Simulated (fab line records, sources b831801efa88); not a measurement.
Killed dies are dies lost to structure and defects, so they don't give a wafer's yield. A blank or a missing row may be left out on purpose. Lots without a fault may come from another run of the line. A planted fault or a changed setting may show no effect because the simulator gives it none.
fab line records | flow sfq_line
record lots=6 wafers=18 last_day=85
route steps=325 shown M1@65 I1@73
lots that met no fault: from a run of the same line without faults
start_h: hours from the record's first day to the start of the lot's first wafer shown | wait_h: hours since the lot's step before | " the same as in the row above | L1.1+2: a row that stands for several wafers | - no value, or no start given | * or withheld: withheld | < > ~ a bound
route shown NAME@n: a module of which the file shows steps, and the number in the route of the first | usual: mean/standard deviation of fault-free wafers | same: alike in all rows | chamber/n: place in a boat | sites: the reading at each site | _std_site: their standard deviation | _edge_site: outer sites' mean less inner sites' | radius_mm: how far each site lies from the wafer's centre | mask NAME#n: copy n | behind: the tool/chamber that last shaped the wafer | hold: why the lot was held/for how many hours/how that ended | device: the transistor (n, p or np) that didn't switch | end of line: the same wafers' tests at the end of the route | a step without rows: its recipe alone | killed: dies lost to structure and defects at the first sort, not the wafer's yield | map: a wafer's dies, x killed, . not, _ none there
set.NAME: the setting as run; set.NAME@STEP: as run at that earlier step | model.NAME: the simulator's own value behind a step, which no gauge read
lots at some steps of the route; a table a step, a row a wafer
services: from which hour (start_h, from the record's first day; less than 0 if before it) a tool's chamber was out of use, for how many hours, and why
## steps
# step SFQ_TRILAYER_M1_LITHO_EXPOSE_040
# recipe mask_id=M1 na=0.6 source_shape=conventional sigma_outer=0.65 target_cd_nm=500 dose_mj=14.4
# step SFQ_TRILAYER_M1_LITHO_PEB_042
# recipe peb_temp_c=115 peb_time_s=60 resist=KrF
# step SFQ_TRILAYER_M1_LITHO_DEVELOP_041
# recipe time_s=60 resist=KrF
# step SFQ_M1_OVL_MEAS_911
# usual M1_OVL=1/4.9
# columns lot.wafer tool chamber start_h wait_h M1_OVL[nm]
L667.2 overlay-01 - 563.47 0.1 5
L667.4 " - " " 2
L667.5 " - " " 1
L678.1 overlay-01 - 672.51 0.1 6
L678.2 " - " " 8
L678.5 " - " " 7
L679.1 overlay-01 - 684.51 0.1 -11
L679.3 " - " " -7
L679.5 " - " " -11
L681.1 overlay-01 - 691.71 0.1 -4
L681.3 " - " " -4
L681.5 " - " " 0
L685.4 overlay-01 - 767.52 0.1 5
L685.5 " - " " 5
L685.6 " - " " 2
L686.1 overlay-01 - 773.50 0.1 3
L686.3 " - " " 1
L686.6 " - " " 2
# step SFQ_TRILAYER_M1_BARC_OPEN_METAL_ETCH_054
# recipe mask_material=PR chemistry=O2 target_depth_nm=125 target=BARC icp_w=600 bias_w=80 pressure_mtorr=10 time_s=41.7
# usual drypump_motor_current_A=5.9/0.4 oes_product_au=0.686/0.0044 rf_fwd_power_W=593.4/2.6
# columns lot.wafer tool chamber start_h wait_h drypump_motor_current_A oes_product_au rf_fwd_power_W rf_hours_counter_h
L667.2 rie_metal-04 0 563.50 0.0 5.7 0.688 590.4 23
L667.4 " 1 " " 5.6 0.691 591.4 -
L667.5 " 0 " " 5.7 0.690 594.5 -
L678.1 rie_metal-04 0 672.54 0.0 5.7 0.680 593.0 37
L678.2 " 1 " " 5.5 0.679 593.7 85
L678.5 " 0 " " 5.7 0.682 593.4 -
L679.1 rie_metal-02 1 684.54 0.0 6.2 0.692 596.3 137
L679.3 " 1 " " 6.2 0.687 591.9 -
L679.5 " 0 " " 5.4 0.681 596.3 -
L681.1 rie_metal-02 0 691.74 0.0 5.4 0.683 591.4 112
L681.3 " 0 " " 5.4 0.681 594.8 -
L681.5 " 0 " " 5.4 0.676 595.3 -
L685.4 rie_metal-02 0 767.60 0.1 5.4 0.684 594.5 -
L685.5 " 0 " " 5.4 0.685 591.9 -
L685.6 " 0 " " 5.4 0.685 594.5 -
L686.1 rie_metal-04 1 773.54 0.0 5.6 0.685 591.6 100
L686.3 " 0 " " 5.7 0.685 589.0 -
L686.6 " 0 " " 5.7 0.686 589.8 -
# step SFQ_TRILAYER_M1_ETCH_METAL_ETCH_042
# recipe target=Nb stop_on=SiO2 mask_material=PR chemistry=Cl2/Ar target_depth_nm=240 icp_w=600 bias_w=80 pressure_mtorr=10 time_s=120
# step SFQ_TRILAYER_M1_STRIP_STRIP_043
# recipe gas=O2 power_w=200 platen_temp_c=40 overash_fraction=0.65 chemistry=O2 pressure_mtorr=50
# usual drypump_motor_current_A=5.9/0.4 oes_product_au=1.000/0.012
# columns lot.wafer tool chamber start_h wait_h drypump_motor_current_A oes_product_au rf_hours_counter_h
L667.2 rie_metal-04 0 563.69 0.1 5.7 0.985 23
L667.4 " 1 " " 5.5 0.997 -
L667.5 " 0 " " 5.7 0.993 -
L678.1 rie_metal-04 0 672.73 0.1 5.7 0.991 37
L678.2 " 1 " " 5.5 0.988 85
L678.5 " 0 " " 5.7 0.985 -
L679.1 rie_metal-02 1 684.73 0.1 6.2 1.000 137
L679.3 " 1 " " 6.2 1.005 -
L679.5 " 0 " " 5.4 1.007 -
L681.1 rie_metal-02 0 691.93 0.1 5.4 1.002 112
L681.3 " 0 " " 5.4 1.007 -
L681.5 " 0 " " 5.4 1.005 -
L685.4 rie_metal-02 0 768.51 0.7 5.4 0.979 -
L685.5 " 0 " " 5.4 0.986 -
L685.6 " 0 " " 5.4 0.989 -
L686.1 rie_metal-04 1 773.73 0.1 5.6 0.992 100
L686.3 " 0 " " 5.7 0.992 -
L686.6 " 0 " " 5.7 0.987 -
# step SFQ_TRILAYER_M1_STRIP_SOLV_CLEAN_044
# recipe chemistry=NMP temp_c=70 time_s=600
# step SFQ_TRILAYER_I1_DEP_PECVD_045
# recipe material=SiO2 temp_c=150 time_s=111.11 pressure_torr=2.4 rf_w=183.3 precursor=SiH4/N2O target_thk_nm=500
# usual heater_power_w=88/16 rf_fwd_power_W=182.3/0.64 throttle_valve_pct=25.4/2.3
# columns lot.wafer tool chamber start_h wait_h heater_power_w rf_fwd_power_W throttle_valve_pct
L667.2 pecvd-04 1 564.46 0.0 81 183.5 26.1
L667.4 " 1 " " 81 182.7 26.4
L667.5 " 0 " " 84 182.1 24.8
L678.1 pecvd-04 1 673.68 0.0 71 181.9 26.4
L678.2 " 0 " " 86 182.3 25.2
L678.5 " 0 " " 89 181.7 25.6
L679.1 pecvd-04 1 685.50 0.0 79 182.1 26.5
L679.3 " 0 " " 88 182.9 25.5
L679.5 " 2 " " 96 181.7 23.7
L681.1 pecvd-04 2 692.72 0.0 84 183.3 23.7
L681.3 " 1 " " 74 182.7 26.7
L681.5 " 2 " " 92 182.5 24.0
L685.4 pecvd-04 1 769.32 0.0 79 182.3 26.8
L685.5 " 2 " " 92 181.8 24.1
L685.6 " 0 " " 90 183.0 25.9
L686.1 pecvd-04 1 774.50 0.0 77 181.7 26.9
L686.3 " 2 " " 86 181.6 24.3
L686.6 " 1 " " 79 181.7 26.6
# step SFQ_TRILAYER_I1_CMP_CMP_046
# recipe material=SiO2 down_force_psi=3 platen_rpm=60 pad_velocity_m_s=0.94248
# usual motor_current_A=10.0/0.61 time_to_endpoint_s=212/7.8
# columns lot.wafer tool chamber start_h wait_h motor_current_A time_to_endpoint_s
L667.4 cmp-02 1 564.54 0.0 9.7 221
L667.2 " 2 " " 10.6 223
L667.5 " 1 566.54 2.0 9.8 221
L678.2 cmp-02 2 680.26 6.5 10.5 210
L678.1 " 0 681.26 7.5 9.3 205
L678.5 " 2 682.26 8.5 10.1 220
L679.1 cmp-02 3 688.76 3.2 9.7 192
L679.3 " 1 689.76 4.2 10.5 208
L679.5 " 3 690.76 5.2 9.4 208
L681.1 cmp-01 0 697.86 5.1 10.1 208
L681.3 " 1 " " 10.2 215
L681.5 " 0 699.86 7.1 11.1 209
L685.4 cmp-02 3 783.12 13.8 9.4 211
L685.6 " 3 785.12 15.8 9.9 214
L685.5 " 0 " " 9.5 221
L686.1 cmp-01 0 790.57 16.0 11.3 206
L686.3 " 2 791.57 17.0 10.4 212
L686.6 " 0 792.57 18.0 11.1 209
# step SFQ_I1_BOW_MEAS_912
# recipe mode=bow
# usual I1_BOW=0/6.6
# columns lot.wafer tool chamber start_h wait_h I1_BOW[um]
L667.2 film_metro-03 - 567.56 2.0 -3
L667.4 " - " " 11
L667.5 " - " " 3
L678.1 film_metro-01 - 682.76 1.0 6
L678.2 " - " " 0
L678.5 " - " " 6
L679.1 film_metro-04 - 691.76 2.5 -1
L679.3 " - " " -5
L679.5 " - " " 1
L681.1 film_metro-01 - 700.36 2.0 -7
L681.3 " - " " 1
L681.5 " - " " -5
L685.4 film_metro-01 - 786.18 2.6 -1
L685.5 " - " " -12
L685.6 " - " " -6
L686.1 film_metro-04 - 793.57 2.5 -9
L686.3 " - " " -10
L686.6 " - " " 0
# step SFQ_TRILAYER_I1_METRO_MEASURE_047
# step SFQ_TRILAYER_I1_VIA_LITHO_COAT_054
# recipe resist=BARC spin_rpm=3000 resist_thk_nm=62
# columns lot.wafer tool chamber start_h wait_h model.BARC_of_TRILAYER_I1_VIA_LITHO_COAT_054.thk_nm
L667.2 litho_track-01 0 568.91 0.8 61.96
L667.4 " 0 " " 61.83
L667.5 " 0 " " 62.01
L678.1 litho_track-02 0 684.08 1.0 72.83
L678.2 " 0 " " 72.9
L678.5 " 0 " " 73
L679.1 litho_track-02 0 693.08 1.0 73
L679.3 " 0 " " 72.91
L679.5 " 0 " " 72.99
L681.1 litho_track-01 0 701.68 1.0 62.32
L681.3 " 0 " " 62.16
L681.5 " 0 " " 62.23
L685.4 litho_track-01 0 787.59 0.6 61.81
L685.5 " 0 " " 62.01
L685.6 " 0 " " 61.82
L686.1 litho_track-02 0 794.89 1.0 61.86
L686.3 " 0 " " 62.2
L686.6 " 0 " " 62.16
# step SFQ_TRILAYER_I1_VIA_LITHO_COAT_049
# recipe resist=KrF spin_rpm=3000 resist_thk_nm=650
# step SFQ_TRILAYER_I1_VIA_LITHO_SOFTBAKE_053
# recipe temp_c=withheld time_s=withheld resist=KrF
# step SFQ_TRILAYER_I1_VIA_LITHO_EXPOSE_050
# recipe mask_id=I1 na=0.6 source_shape=conventional sigma_outer=0.65 target_cd_nm=500 dose_mj=21.3
# step SFQ_TRILAYER_I1_VIA_LITHO_PEB_052
# recipe peb_temp_c=115 peb_time_s=60 resist=KrF
# step SFQ_TRILAYER_I1_VIA_LITHO_DEVELOP_051
# recipe time_s=60 resist=KrF
# step SFQ_I1_OVL_MEAS_913
# usual I1_OVL=0/4.9
# columns lot.wafer tool chamber start_h wait_h I1_OVL[nm]
L667.2 overlay-01 - 647.63 0.1 -12
L667.4 " - " " -7
L667.5 " - " " -7
L678.1 overlay-02 - 831.23 0.1 -12
L678.2 " - " " -9
L678.5 " - " " -4
L679.1 overlay-02 - 840.83 0.1 1
L679.3 " - " " 5
L679.5 " - " " 4
L681.1 overlay-02 - 848.43 0.1 8
L681.3 " - " " 1
L681.5 " - " " -1
L685.4 overlay-01 - 917.18 0.1 1
L685.5 " - " " 4
L685.6 " - " " -7
L686.1 overlay-01 - 927.96 0.1 -4
L686.3 " - " " -3
L686.6 " - " " -7
# step SFQ_TRILAYER_I1_VIA_BARC_OPEN_VIA_ETCH_071
# recipe mask_material=PR chemistry=O2 target_depth_nm=125 target=BARC source_w=500 bias_w=80 pressure_mtorr=30 time_s=41.7
# usual drypump_motor_current_A=5.56/0.24 oes_product_au=0.685/0.0052 rf_fwd_power_W=495.2/1.9
# columns lot.wafer tool chamber start_h wait_h drypump_motor_current_A oes_product_au rf_fwd_power_W rf_hours_counter_h model.etch.depth_nm
L667.2 rie_diel-04 3 647.66 0.0 5.37 0.683 499.0 3 61.96
L667.4 " 1 " " 5.96 0.680 496.2 6 61.83
L667.5 " 1 " " 5.95 0.680 495.7 - 62.01
L678.1 rie_diel-01 0 831.27 0.0 5.09 0.735 498.5 3 72.83
L678.2 " 2 " " 5.40 0.742 496.6 5 72.9
L678.5 " 3 " " 5.67 0.745 495.8 - 73
L679.1 rie_diel-01 3 840.87 0.0 5.66 0.735 492.7 13 73
L679.3 " 1 " " 5.57 0.744 491.6 2 72.91
L679.5 " 1 " " 5.57 0.733 490.5 - 72.99
L681.1 rie_diel-01 3 848.46 0.0 5.67 0.690 491.0 13 62.32
L681.3 " 2 " " 5.42 0.703 495.8 5 62.16
L681.5 " 2 " " 5.41 0.691 495.7 - 62.23
L685.4 rie_diel-04 2 917.19 0.0 5.23 0.684 494.6 8 61.81
L685.5 " 2 " " 5.23 0.679 495.1 - 62.01
L685.6 " 1 " " 5.99 0.675 493.9 - 61.82
L686.1 rie_diel-04 1 927.99 0.0 5.99 0.688 493.7 11 61.86
L686.3 " 0 " " 5.83 0.693 491.2 3 62.2
L686.6 " 1 " " 5.97 0.683 495.6 - 62.16
# step SFQ_TRILAYER_I1_VIA_ETCH_VIA_ETCH_052
# recipe target=SiO2 stop_on=Nb mask_material=PR taper_deg=20 chemistry=CHF3 target_depth_nm=260 source_w=500 bias_w=80 pressure_mtorr=30 time_s=withheld
# usual drypump_motor_current_A=5.56/0.24 oes_product_au=0.854/0.0052 rf_fwd_power_W=498.5/1.5
# columns lot.wafer tool chamber start_h wait_h drypump_motor_current_A oes_product_au rf_fwd_power_W
L667.2 rie_diel-04 3 647.70 0.0 5.37 0.855 497.2
L667.4 " 1 " " 5.94 0.857 498.1
L667.5 " 1 " " 5.94 0.853 500.2
L678.1 rie_diel-01 0 831.31 0.0 5.11 0.845 496.9
L678.2 " 2 " " 5.40 0.853 497.9
L678.5 " 3 " " 5.65 0.859 497.3
L679.1 rie_diel-01 3 840.91 0.0 5.64 0.852 499.6
L679.3 " 1 " " 5.57 0.856 499.4
L679.5 " 1 " " 5.56 0.847 501.0
L681.1 rie_diel-01 3 848.50 0.0 5.67 0.852 499.1
L681.3 " 2 " " 5.40 0.865 497.1
L681.5 " 2 " " 5.40 0.847 497.2
L685.4 rie_diel-04 2 917.23 0.0 5.22 0.857 496.5
L685.5 " 2 " " 5.23 0.855 497.4
L685.6 " 1 " " 5.98 0.843 496.7
L686.1 rie_diel-04 1 928.03 0.0 5.94 0.851 499.6
L686.3 " 0 " " 5.81 0.856 494.7
L686.6 " 1 " " 5.95 0.857 497.2
## services
# columns tool chamber start_h hours kind
rie_diel-04 3 550.17 23.3 repair
rie_diel-04 2 559.30 8.7 repair
rie_diel-04 0 559.67 9.6 repair
rie_diel-04 0 573.18 9.8 repair
rie_diel-01 0 576.52 2.7 repair
rie_metal-04 1 579.56 3.3 repair
rie_diel-01 3 609.09 2.7 repair
rie_metal-04 - 624.32 2.8 pm
rie_metal-04 0 682.35 22.8 repair
rie_metal-02 - 686.48 0.4 repair
pecvd-04 1 721.65 5.7 repair
rie_diel-04 0 721.72 6.0 repair
rie_metal-02 1 723.64 10.1 repair
rie_diel-04 2 743.94 19.8 repair
rie_metal-04 - 750.68 1.3 repair
rie_diel-01 - 750.98 0.9 repair
rie_diel-04 - 788.68 14.6 pm
pecvd-04 - 792.66 2.8 pm
rie_metal-04 - 804.54 0.7 repair
rie_metal-02 - 813.21 1.2 repair
rie_diel-04 0 814.22 2.8 repair
rie_metal-04 0 831.78 5.8 repair
rie_diel-04 2 850.39 4.6 repair
rie_diel-04 2 863.17 3.9 repair
## key
first_sign step=SFQ_TRILAYER_I1_VIA_BARC_OPEN_VIA_ETCH_071 reading=oes_product_au direction=up sigmas=10 usual=0.685 struck=0.739
effect none on later readings
model_effect step=SFQ_TRILAYER_I1_VIA_LITHO_COAT_054 value=BARC_of_TRILAYER_I1_VIA_LITHO_COAT_054.thk_nm without=62.04 struck=72.94
model_effect step=SFQ_TRILAYER_I1_VIA_BARC_OPEN_VIA_ETCH_071 value=etch.depth_nm without=62.04 struck=72.94
met_at SFQ_TRILAYER_I1_VIA_LITHO_COAT_054
struck_wafers L678.1,L678.2,L678.5,L679.1,L679.3,L679.5
fault kind=process_parameter_drift tool=litho_track-02 chamber=- onset_h=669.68 steps=SFQ_TRILAYER_I1_VIA_LITHO_COAT_054 channel=resist_thk_nm offset=10.888 shape=step end_h=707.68 acts_in=these_recipes_only stated=62
